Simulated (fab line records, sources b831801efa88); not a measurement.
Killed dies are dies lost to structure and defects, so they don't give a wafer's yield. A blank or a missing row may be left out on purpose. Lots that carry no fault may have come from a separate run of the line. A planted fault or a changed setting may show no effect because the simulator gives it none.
Which tool did it? | flow sky130 | 33 wafers from 11 lots sampled at 6 of the route's 708 steps

## WHAT THE GAUGES READ, wafer by wafer
SKY_RES_PROTECT_TW_MEAS_08.
lot  | measured     | on           | POLY_GATE_TW
L760 | day 17 00:17 | filmMetro-03 | 4028 4018 4028
L762 | day 18 14:40 | filmMetro-01 | 3963 3947 3955
L764 | day 18 19:35 | filmMetro-02 | 4080 4087 4081
L763 | day 18 23:13 | filmMetro-02 | 4066 4083 4092
L765 | day 19 05:25 | filmMetro-02 | 4062 4063 4052
L767 | day 19 21:19 | filmMetro-02 | 4085 4082 4079
L768 | day 20 08:34 | filmMetro-02 | 3566 3536 3561
L771 | day 21 05:06 | filmMetro-02 | 3586 3556 3569
L772 | day 21 18:25 | filmMetro-01 | 3998 4014 3996
L774 | day 22 05:28 | filmMetro-01 | 3999 3973 3961
L775 | day 22 12:53 | filmMetro-02 | 4103 4105 4122

SKY_POLY_GATE_CD_MEAS_22.
lot  | measured     | on       | cdNm (nm)
L760 | day 18 11:53 | cdSem-01 | 148.8 148.1 148.7
L762 | day 20 01:15 | cdSem-01 | 148.5 151.2 153.7
L764 | day 20 06:49 | cdSem-01 | 155.0 151.0 152.2
L763 | day 20 12:14 | cdSem-02 | 150.1 151.9 148.9
L765 | day 20 16:49 | cdSem-01 | 146.9 150.3 152.9
L767 | day 21 08:13 | cdSem-01 | 147.6 153.9 148.6
L768 | day 21 19:23 | cdSem-01 | 150.7 148.5 148.6
L771 | day 22 18:08 | cdSem-02 | 155.3 149.0 148.1
L772 | day 23 04:28 | cdSem-02 | 149.4 147.8 147.9
L774 | day 23 14:52 | cdSem-02 | 148.4 146.5 147.9
L775 | day 23 22:34 | cdSem-01 | 149.1 149.5 151.7

SKY_VIA1_THK_MEAS_23: measures by xrf.
lot  | measured     | on           | VIA1_W_THK (nm)
L760 | day 35 18:17 | filmMetro-03 | 267.2 270.8 270.1
L762 | day 37 03:15 | filmMetro-01 | 271.7 271.2 267.3
L764 | day 37 06:00 | filmMetro-01 | 271.0 268.5 269.0
L763 | day 37 11:19 | filmMetro-01 | 269.7 269.0 264.8
L765 | day 37 19:20 | filmMetro-04 | 268.1 269.9 268.3
L767 | day 38 07:12 | filmMetro-04 | 269.4 265.6 269.8
L768 | day 38 14:15 | filmMetro-03 | 266.4 269.8 272.7
L771 | day 39 10:23 | filmMetro-03 | 266.8 272.8 266.9
L772 | day 39 18:42 | filmMetro-01 | 275.3 271.8 275.7
L774 | day 40 02:35 | filmMetro-03 | 272.4 272.2 269.7
L775 | day 40 09:41 | filmMetro-03 | 266.8 266.6 268.2

## TOOL THAT RAN EACH LOT (tool first, then ch and the chambers of the sampled wafers, then the start)
lot  | SKY_POLY_GATE_IMPLANT_02        | SKY_RES_PROTECT_STRIP_07            | SKY_VIA1_ETCH_14
L760 | implanter-01 ch 0, day 17 00:02 | plasmaAsher-01 ch 0,1, day 17 00:11 | rieDiel-04 ch 0,2,3, day 35 17:19
L762 | implanter-01 ch 0, day 18 14:25 | plasmaAsher-03 ch 0,1, day 18 14:34 | rieDiel-01 ch 1,2,3, day 37 02:18
L764 | implanter-01 ch 0, day 18 19:22 | plasmaAsher-01 ch 0,1, day 18 19:29 | rieDiel-01 ch 0,1,3, day 37 05:01
L763 | implanter-01 ch 0, day 18 22:59 | plasmaAsher-01 ch 0,1, day 18 23:07 | rieDiel-04 ch 1,2, day 37 10:18
L765 | implanter-04 ch 0, day 19 05:10 | plasmaAsher-01 ch 0,1, day 19 05:19 | rieDiel-04 ch 2,3, day 37 18:22
L767 | implanter-04 ch 0, day 19 21:04 | plasmaAsher-04 ch 0,1, day 19 21:13 | rieDiel-01 ch 0,2,3, day 38 06:15
L768 | implanter-04 ch 0, day 20 08:20 | plasmaAsher-04 ch 0,1, day 20 08:28 | rieDiel-01 ch 0,1,2, day 38 13:16
L771 | implanter-04 ch 0, day 21 04:52 | plasmaAsher-03 ch 0,1, day 21 04:59 | rieDiel-01 ch 0,1, day 39 09:22
L772 | implanter-01 ch 0, day 21 18:11 | plasmaAsher-03 ch 0,1, day 21 18:19 | rieDiel-03 ch 0,1,3, day 39 17:40
L774 | implanter-01 ch 0, day 22 05:14 | plasmaAsher-04 ch 0, day 22 05:22   | rieDiel-04 ch 0,2,3, day 40 01:37
L775 | implanter-01 ch 0, day 22 12:38 | plasmaAsher-01 ch 0,1, day 22 12:47 | rieDiel-01 ch 0,1,3, day 40 08:37
- SKY_POLY_GATE_IMPLANT_02
- SKY_RES_PROTECT_STRIP_07: strips in O2/N2.
- SKY_VIA1_ETCH_14: etches BARC in N2/H2, stops on SiO2, time 45.9 s, target depth 60 nm.

## AS READ BY THE TOOLS THEMSELVES (means over the sampled wafers that have a number; for cases with no such wafer, the mark the record gives instead)
SKY_POLY_GATE_IMPLANT_02.
lot  | tool         | beamOnS (s) | doseIonsCm2
L760 | implanter-01 | 42          | 7.7e+15
L762 | implanter-01 | 43          | 7.7e+15
L764 | implanter-01 | 42          | 7.7e+15
L763 | implanter-01 | 42          | 7.7e+15
L765 | implanter-04 | 33          | 7.7e+15
L767 | implanter-04 | 32          | 7.7e+15
L768 | implanter-04 | 10          | 2.1e+15
L771 | implanter-04 | 10          | 2.1e+15
L772 | implanter-01 | 41          | 7.7e+15
L774 | implanter-01 | 42          | 7.7e+15
L775 | implanter-01 | 41          | 7.7e+15

SKY_RES_PROTECT_STRIP_07.
lot  | tool           | drypumpMotorCurrentA (A) | o2FlowSccm (sccm) | oesProductAu (a.u.) | stripTimeToEndpointS (s)
L760 | plasmaAsher-01 | 5.86                     | 3003              | 0.518               | 23.27
L762 | plasmaAsher-03 | 5.97                     | 3017              | 0.520               | 23.30
L764 | plasmaAsher-01 | 5.88                     | 3010              | 0.513               | 23.31
L763 | plasmaAsher-01 | 5.88                     | 2996              | 0.517               | 23.31
L765 | plasmaAsher-01 | 5.85                     | 3009              | 0.516               | 23.29
L767 | plasmaAsher-04 | 5.97                     | 2999              | 0.516               | 23.30
L768 | plasmaAsher-04 | 5.99                     | 2998              | 0.598               | 18.46
L771 | plasmaAsher-03 | 5.99                     | 3003              | 0.600               | 18.38
L772 | plasmaAsher-03 | 5.81                     | 2997              | 0.516               | 23.28
L774 | plasmaAsher-04 | 6.02                     | 3004              | 0.510               | 23.27
L775 | plasmaAsher-01 | 6.06                     | 2993              | 0.522               | 23.36

SKY_VIA1_ETCH_14.
lot  | tool       | biasW (W) | drypumpMotorCurrentA (A) | oesProductAu (a.u.) | throttleValvePct (%)
L760 | rieDiel-04 | 100.1     | 5.9                      | 0.858               | 13.227
L762 | rieDiel-01 | 99.7      | 5.6                      | 0.852               | 13.218
L764 | rieDiel-01 | 100.0     | 5.4                      | 0.855               | 13.227
L763 | rieDiel-04 | 99.8      | 6.0                      | 0.848               | 13.227
L765 | rieDiel-04 | 99.5      | 6.2                      | 0.856               | 13.227
L767 | rieDiel-01 | 100.1     | 5.9                      | 0.854               | 13.231
L768 | rieDiel-01 | 99.6      | 6.0                      | 0.851               | 13.218
L771 | rieDiel-01 | 99.9      | 5.4                      | 0.854               | 13.218
L772 | rieDiel-03 | 100.1     | 5.8                      | 0.858               | 13.222
L774 | rieDiel-04 | 100.0     | 5.9                      | 0.852               | 13.228
L775 | rieDiel-01 | 100.1     | 5.4                      | 0.857               | 13.226

## THE ANSWER, worked out from the rows above alone
Rule: what is usual is taken from the lots themselves. Put in order of their means at a reading, lots are off if they are a third of the lots or fewer, leave a main group of 4 or more, and stand apart from it by a gap of 3 or more times the standard deviation of the main group's means; of several such gaps the widest counts. A main group is skipped when, at the precision printed for the reading in the tables above, its means are all equal. A lot without any number at a reading at which 4 lots or more have one is off too. All remaining lots with rows at the step are treated as sound. Order of review: gauges by route order, followed by the tools' own readings, for which a lot's mean as printed above is used. The first step at which some lot is off is used, and at that step the reading that is off furthest; a lot without a number counts as furthest.
Off: L768, L771, at SKY_RES_PROTECT_TW_MEAS_08 (POLY_GATE_TW). The main group: mean 4042, standard deviation 51.
If a tool, at a process step before that reading, ran all the lots that are off and no sound lot after the first of them, it fits. Not tried: the gauges at SKY_RES_PROTECT_TW_MEAS_08; whatever is off there is also off at SKY_POLY_GATE_IMPLANT_02, on other tools, and gauge error can't account for it. One candidate fits, namely implanter-04 at SKY_POLY_GATE_IMPLANT_02. Its last sound lot is L767 (day 19 21:04), its first lot that is off L768 (day 20 08:20): a fault that began between those two fits.
The tool's own readings at SKY_POLY_GATE_IMPLANT_02 bear it out: on the lots that are off they differ by more than 5 times the standard deviation of the sound lots' means. beamOnS reads 10 s there against 40 s on the sound lots; doseIonsCm2 reads 2.1e+15 there against 7.7e+15 on the sound lots.

## WHAT THE SIMULATOR PUT IN
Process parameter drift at SKY_POLY_GATE_IMPLANT_02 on implanter-04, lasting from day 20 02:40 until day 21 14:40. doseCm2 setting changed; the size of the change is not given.
Struck lots among those shown: L768, L771. This agrees with what the rule above found.
